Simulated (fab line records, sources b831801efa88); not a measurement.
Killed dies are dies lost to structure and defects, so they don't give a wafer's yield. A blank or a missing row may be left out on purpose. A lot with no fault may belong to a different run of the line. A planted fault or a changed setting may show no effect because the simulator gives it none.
What tool caused it?	flow gf180mcu	Sampling: 6 lots, 18 wafers, 2 of 602 route steps

== WHAT THE GAUGES READ, wafer by wafer ==
GF_VT_IMPLANT_TW_MEAS_21.
lot	measured	on	VT_IMPLANT_2_TW
L196	day 6 12:26	film_metro-02	1215 1214 1220
L199	day 7 10:02	film_metro-01	1223 1226 1227
L202	day 8 02:56	film_metro-02	1218 1213 1225
L204	day 8 15:26	film_metro-04	1219 1217 1216
L206	day 9 05:46	film_metro-01	1223 1222 1224
L215	day 11 13:14	film_metro-02	1202 1197 1204 1194 1202 1191

== WHICH TOOL RAN EACH LOT (tool, then ch and the chambers of the sampled wafers, then the start) ==
lot	GF_VT_IMPLANT_IMPLANT_19
L196	implanter-03 ch 0, day 6 12:11
L199	implanter-02 ch 0, day 7 09:48
L202	implanter-02 ch 0, day 8 02:38
L204	implanter-03 ch 0, day 8 15:12
L206	implanter-02 ch 0, day 9 05:29
L215	implanter-03 ch 0, day 11 13:01
- GF_VT_IMPLANT_IMPLANT_19

== THE ANSWER, worked out from the rows above alone ==
Rule: usual is defined by the lots themselves. The widest of any qualifying gaps counts: lots, ordered by their means at a reading, are off when they make up no more than a third of the lots, leave a main group of 4 or more, and stand apart from it by 3 or more times the standard deviation of that group's means. Not used: any main group whose means are identical at the precision the tables above print for the reading. A lot without any number at a reading at which 4 lots or more have one is off too. Where the step has rows for the other lots, those lots are counted as sound.
Off: at GF_VT_IMPLANT_TW_MEAS_21 (VT_IMPLANT_2_TW), L215. Main group: mean 1220, sd 3.5.
If a tool, at a process step before that reading, ran all the lots that are off and no sound lot after the first of them, it fits. The gauges at GF_VT_IMPLANT_TW_MEAS_21 are tried like those tools. Can't be told from this: 2 tools fit, implanter-03 at GF_VT_IMPLANT_IMPLANT_19, film_metro-02 at GF_VT_IMPLANT_TW_MEAS_21.

== WHAT THE SIMULATOR PUT IN ==
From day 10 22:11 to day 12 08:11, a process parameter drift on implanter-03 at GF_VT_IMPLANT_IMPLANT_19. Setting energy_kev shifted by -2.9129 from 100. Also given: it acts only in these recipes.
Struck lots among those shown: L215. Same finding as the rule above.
